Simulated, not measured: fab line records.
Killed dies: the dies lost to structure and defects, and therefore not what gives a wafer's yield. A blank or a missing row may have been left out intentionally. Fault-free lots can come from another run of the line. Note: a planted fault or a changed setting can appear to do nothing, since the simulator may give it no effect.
What tool caused it?    flow sky130    33 wafers from 11 lots sampled at 5 of the route's 708 steps

WHAT EACH GAUGE READ, for each wafer
SKY_LI_CONTACT_OVL_MEAS_13.
lot   measured      on          LI_CONTACT_OVL (nm)
L522  day 28 10:20  overlay-02  -4 -2 0
L523  day 29 08:09  overlay-01  -3 -1 5
L524  day 29 10:11  overlay-01  -10 -8 -9
L528  day 31 13:18  overlay-01  -7 -10 -7
L530  day 31 19:08  overlay-01  -8 -3 -7
L534  day 32 22:21  overlay-02  -1 2 -5
L535  day 33 08:04  overlay-02  -6 0 -9
L536  day 33 13:27  overlay-02  -3 -9 -6
L542  day 36 03:12  overlay-02  1 0 6
L543  day 36 13:06  overlay-02  -12 -8 -13
L545  day 36 14:14  overlay-01  -3 -5 -7

SKY_LI_CONTACT_RS_MEAS_22: the measuring method here is four-point-probe.
lot   measured      on            LI_CONTACT_W_RS (ohm/sq)
L522  day 28 11:04  filmMetro-02  0.2849 0.2859 0.2842
L523  day 29 09:01  filmMetro-04  0.2884 0.2856 0.2882
L524  day 29 11:13  filmMetro-02  0.2838 0.2871 0.2832
L528  day 31 14:01  filmMetro-04  0.2840 0.2842 0.2851
L530  day 31 19:51  filmMetro-02  0.2825 0.2848 0.2805
L534  day 32 23:04  filmMetro-03  0.2549 0.2540 0.2564
L535  day 33 08:49  filmMetro-02  0.2799 0.2814 0.2818
L536  day 33 14:12  filmMetro-03  0.2516 0.2500 0.2523
L542  day 36 03:56  filmMetro-03  0.2838 0.2798 0.2825
L543  day 36 13:50  filmMetro-04  0.2849 0.2864 0.2840
L545  day 36 15:04  filmMetro-03  0.2875 0.2872 0.2858

SKY_LI_CONTACT_THK_MEAS_23: measures by xrf.
lot   measured      on            LI_CONTACT_W_THK (nm)
L522  day 28 11:11  filmMetro-02  413 414 414
L523  day 29 09:07  filmMetro-04  398 402 397
L524  day 29 11:20  filmMetro-02  412 410 416
L528  day 31 14:08  filmMetro-04  408 405 404
L530  day 31 19:58  filmMetro-02  420 416 424
L534  day 32 23:11  filmMetro-03  470 471 465
L535  day 33 08:55  filmMetro-02  421 419 420
L536  day 33 14:19  filmMetro-03  471 477 474
L542  day 36 04:03  filmMetro-03  421 426 423
L543  day 36 13:57  filmMetro-04  411 407 410
L545  day 36 15:10  filmMetro-03  413 418 413

WHICH TOOL RAN EACH LOT (tool, then ch and the chambers of the sampled wafers, then the start)
lot   SKY_LI_CONTACT_STRIP_16              SKY_LI_CONTACT_CVD_21
L522  plasmaAsher-01 ch 0,1, day 28 10:29  cvdW-01 ch 0,1, day 28 10:56
L523  plasmaAsher-01 ch 0,1, day 29 08:19  cvdW-02 ch 1, day 29 08:47
L524  plasmaAsher-01 ch 0,1, day 29 10:22  cvdW-02 ch 1, day 29 10:58
L528  plasmaAsher-04 ch 0,1, day 31 13:28  cvdW-02 ch 0,1, day 31 13:54
L530  plasmaAsher-02 ch 0,1, day 31 19:18  cvdW-02 ch 0,1, day 31 19:44
L534  plasmaAsher-01 ch 0,1, day 32 22:31  cvdW-02 ch 0, day 32 22:57
L535  plasmaAsher-02 ch 0,1, day 33 08:13  cvdW-01 ch 0,1, day 33 08:40
L536  plasmaAsher-04 ch 0,1, day 33 13:37  cvdW-02 ch 0,1, day 33 14:04
L542  plasmaAsher-04 ch 0,1, day 36 03:22  cvdW-02 ch 0,1, day 36 03:48
L543  plasmaAsher-01 ch 0,1, day 36 13:16  cvdW-02 ch 0,1, day 36 13:42
L545  plasmaAsher-01 ch 0,1, day 36 14:24  cvdW-01 ch 0,1, day 36 14:50
- SKY_LI_CONTACT_STRIP_16: strips in O2/N2.
- SKY_LI_CONTACT_CVD_21: deposits W, target thk 400 nm, time 120.56 s.

WHAT THE TOOLS THEMSELVES READ (means of the sampled wafers that have a number; where no wafer has one, the mark that the record gives instead)
SKY_LI_CONTACT_STRIP_16.
lot   tool            drypumpMotorCurrentA (A)  oesProductAu (a.u.)  stripTimeToEndpointS (s)
L522  plasmaAsher-01  5.0                       0.377                3.485
L523  plasmaAsher-01  5.0                       0.378                3.512
L524  plasmaAsher-01  5.0                       0.372                3.478
L528  plasmaAsher-04  6.0                       0.378                3.479
L530  plasmaAsher-02  5.2                       0.375                3.492
L534  plasmaAsher-01  5.1                       0.377                3.469
L535  plasmaAsher-02  5.2                       0.370                3.489
L536  plasmaAsher-04  6.0                       0.373                3.464
L542  plasmaAsher-04  6.1                       0.374                3.484
L543  plasmaAsher-01  5.1                       0.379                3.481
L545  plasmaAsher-01  5.1                       0.371                3.470

SKY_LI_CONTACT_CVD_21.
lot   tool     heaterPowerOuterW (W)  heaterPowerW (W)  susceptorTempC (C)
L522  cvdW-01  487                    794               399.95
L523  cvdW-02  611                    1001              400.11
L524  cvdW-02  615                    1002              400.01
L528  cvdW-02  609                    970               400.10
L530  cvdW-02  601                    982               400.06
L534  cvdW-02  614                    986               407.32
L535  cvdW-01  501                    794               400.13
L536  cvdW-02  640                    1038              407.14
L542  cvdW-02  602                    961               399.93
L543  cvdW-02  601                    975               399.98
L545  cvdW-01  505                    776               400.04

THE ANSWER, worked out from the rows above alone
Rule: the usual values come from the lots themselves. The widest of any qualifying gaps counts: lots, ordered by their means at a reading, are off when they make up no more than a third of the lots, leave a main group of 4 or more, and stand apart from it by 3 or more times the standard deviation of that group's means. The tables above print the reading to a certain number of digits; a main group whose means all agree to those digits is not used. Also off: a lot with no number at a reading for which 4 or more lots have one. Any other lot the step has rows for is counted as sound. First the gauges in route order, then the tools' own readings, where a lot's mean is used as printed above. At the first step where some lot is off, the reading lying furthest off is the one used; lots without a number count as furthest.
Off: at SKY_LI_CONTACT_RS_MEAS_22 (LI_CONTACT_W_RS), L534, L536. Mean 0.2843 ohm/sq and standard deviation 0.002 in the main group.
A tool fits if, at a process step before that reading, it ran every lot that is off, and no sound lot after the first of them. The gauges at SKY_LI_CONTACT_RS_MEAS_22 aren't tried: what is off there is off at SKY_LI_CONTACT_CVD_21 too, on other tools, and a gauge's error can't cause that. None of those tried fits.

WHAT HAD BEEN PUT IN BY THE SIMULATOR
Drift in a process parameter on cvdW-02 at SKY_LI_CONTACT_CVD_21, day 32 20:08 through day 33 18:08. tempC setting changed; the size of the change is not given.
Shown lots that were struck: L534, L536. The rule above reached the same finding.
